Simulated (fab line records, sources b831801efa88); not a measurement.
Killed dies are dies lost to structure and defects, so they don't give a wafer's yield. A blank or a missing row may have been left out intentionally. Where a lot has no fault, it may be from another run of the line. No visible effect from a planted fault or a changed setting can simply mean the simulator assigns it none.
The tool behind it: which one? | flow sky130 | 12 lots with 36 wafers sampled at 4 steps, on a route of 708 steps

WHAT THE GAUGES READ, wafer by wafer
SKY_CONTACT_THK_MEAS_01.
lot  | measured     | on            | CONTACT_CVD_00_THK (nm)
L740 | day 30 12:24 | film_metro-02 | 74.2 73.6 75.4
L741 | day 30 13:31 | film_metro-03 | 74.0 73.5 75.1
L742 | day 31 06:29 | film_metro-02 | 73.9 75.0 74.9
L744 | day 31 15:29 | film_metro-03 | 74.8 76.3 74.8
L746 | day 32 08:37 | film_metro-02 | 73.9 74.5 75.8
L748 | day 33 12:39 | film_metro-03 | 75.9 77.5 74.9
L752 | day 34 17:53 | film_metro-03 | 73.9 75.5 75.6
L753 | day 34 23:34 | film_metro-02 | 75.8 76.8 75.4
L754 | day 35 00:49 | film_metro-01 | 72.8 74.5 75.0
L755 | day 35 09:20 | film_metro-02 | 72.9 73.9 76.7
L757 | day 36 00:02 | film_metro-03 | 74.1 74.9 76.2
L762 | day 37 05:38 | film_metro-01 | 73.3 75.2 75.0

SKY_CONTACT_OVL_MEAS_15.
lot  | measured     | on         | CONTACT_OVL (nm)
L740 | day 31 16:16 | overlay-01 | 3 -9 -3
L741 | day 31 17:25 | overlay-02 | -8 -11 -3
L742 | day 32 10:34 | overlay-01 | 4 1 -4
L744 | day 32 18:40 | overlay-01 | 7 6 3
L746 | day 33 12:35 | overlay-02 | -3 -8 -5
L748 | day 34 15:59 | overlay-02 | 3 9 0
L752 | day 35 20:58 | overlay-01 | -1 -2 6
L753 | day 36 02:07 | overlay-02 | -2 -4 0
L754 | day 36 03:50 | overlay-02 | -7 -5 -1
L755 | day 36 12:02 | overlay-02 | 1 3 -3
L757 | day 37 03:16 | overlay-02 | -1 4 -1
L762 | day 38 08:13 | overlay-02 | 8 6 -1

TOOL THAT RAN EACH LOT (tool first, then ch and the chambers of the sampled wafers, then the start)
lot  | SKY_LI_CONTACT_CMP_24         | SKY_CONTACT_COAT_08
L740 | cmp-02 ch 0,1,3, day 29 07:13 | litho_track-03 ch 0, day 31 02:23
L741 | cmp-01 ch 0,1, day 29 07:52   | litho_track-03 ch 0, day 31 03:11
L742 | cmp-02 ch 1,2, day 30 00:53   | litho_track-03 ch 0, day 31 20:17
L744 | cmp-02 ch 0,2,3, day 30 10:24 | litho_track-04 ch 0, day 32 04:57
L746 | cmp-02 ch 1,3, day 31 03:50   | litho_track-03 ch 0, day 32 22:38
L748 | cmp-01 ch 0,1,2, day 32 08:32 | litho_track-03 ch 0, day 34 02:17
L752 | cmp-02 ch 0,2,3, day 33 14:12 | litho_track-04 ch 0, day 35 07:42
L753 | cmp-01 ch 0,3, day 33 19:46   | litho_track-02 ch 0, day 35 13:36
L754 | cmp-02 ch 0,2,3, day 33 20:25 | litho_track-03 ch 0, day 35 14:22
L755 | cmp-02 ch 0,1,3, day 34 05:07 | litho_track-03 ch 0, day 35 22:10
L757 | cmp-02 ch 0,2, day 34 20:30   | litho_track-04 ch 0, day 36 13:53
L762 | cmp-02 ch 0,1,3, day 36 02:35 | litho_track-04 ch 0, day 37 18:59
- SKY_LI_CONTACT_CMP_24: polishes, stops on PSG, t overpolish 20 s, target thk 0 nm.
- SKY_CONTACT_COAT_08: resist thk 60 nm.

AS READ BY THE TOOLS THEMSELVES (means over the sampled wafers that have a number; for cases with no such wafer, the mark the record gives instead)
SKY_LI_CONTACT_CMP_24.
lot  | tool   | motor_current_A (A) | overpolish_run_s (s) | time_to_endpoint_s (s)
L740 | cmp-02 | 11.2                | 20.005               | 95
L741 | cmp-01 | 10.9                | 20.001               | 101
L742 | cmp-02 | 11.0                | 20.001               | 106
L744 | cmp-02 | 11.6                | 19.991               | 97
L746 | cmp-02 | 12.3                | 19.996               | 104
L748 | cmp-01 | 10.3                | 19.998               | 95
L752 | cmp-02 | 11.9                | 19.999               | 98
L753 | cmp-01 | 10.0                | 20.001               | 99
L754 | cmp-02 | 11.7                | 20.002               | 100
L755 | cmp-02 | 11.6                | 19.994               | 103
L757 | cmp-02 | 10.7                | 19.996               | 96
L762 | cmp-02 | 11.5                | 19.999               | 92

SKY_CONTACT_COAT_08.
lot  | tool           | spin_speed_rpm (rpm)
L740 | litho_track-03 | 3000.3
L741 | litho_track-03 | 3001.3
L742 | litho_track-03 | 2998.5
L744 | litho_track-04 | 2999.2
L746 | litho_track-03 | 2998.5
L748 | litho_track-03 | 3003.4
L752 | litho_track-04 | 2999.4
L753 | litho_track-02 | 2997.9
L754 | litho_track-03 | 2672.2
L755 | litho_track-03 | 2670.4
L757 | litho_track-04 | 2999.3
L762 | litho_track-04 | 3002.7

THE ANSWER, worked out from the rows above alone
Rule: the usual values come from the lots themselves. The widest of any qualifying gaps counts: lots, ordered by their means at a reading, are off when they make up no more than a third of the lots, leave a main group of 4 or more, and stand apart from it by 3 or more times the standard deviation of that group's means. If all means in a main group match to the digits the tables above print for the reading, that group is not used. Also off: a lot with no number at a reading for which 4 or more lots have one. The other lots that the step has rows for count as sound. First the gauges in route order, then the tools' own readings, where a lot's mean is used as printed above. At the first step where some lot is off, the reading lying furthest off is the one used; lots without a number count as furthest.
Off, at SKY_CONTACT_COAT_08 on spin_speed_rpm: L754, L755. Main group: mean 3000.1 rpm, sd 1.8.
If a tool, at that step or one of the process steps before it, ran each lot that is off and ran no sound lot following the first of them, it fits. One candidate fits, namely litho_track-03 at SKY_CONTACT_COAT_08. Its last sound lot is L748 (day 34 02:17), its first lot that is off L754 (day 35 14:22): a fault that began between those two fits.
On the lots that are off, the tool's own readings at SKY_CONTACT_COAT_08 differ by more than 5 times the standard deviation of the sound lots' means, which bears it out; spin_speed_rpm reads 2671.3 rpm there versus 3000.1 rpm on the sound lots.

WHAT THE SIMULATOR HAD INSERTED
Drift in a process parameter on litho_track-03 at SKY_CONTACT_COAT_08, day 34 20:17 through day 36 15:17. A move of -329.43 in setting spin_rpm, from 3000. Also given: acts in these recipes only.
Struck lots among those shown: L754, L755. The rule given above showed the same thing.
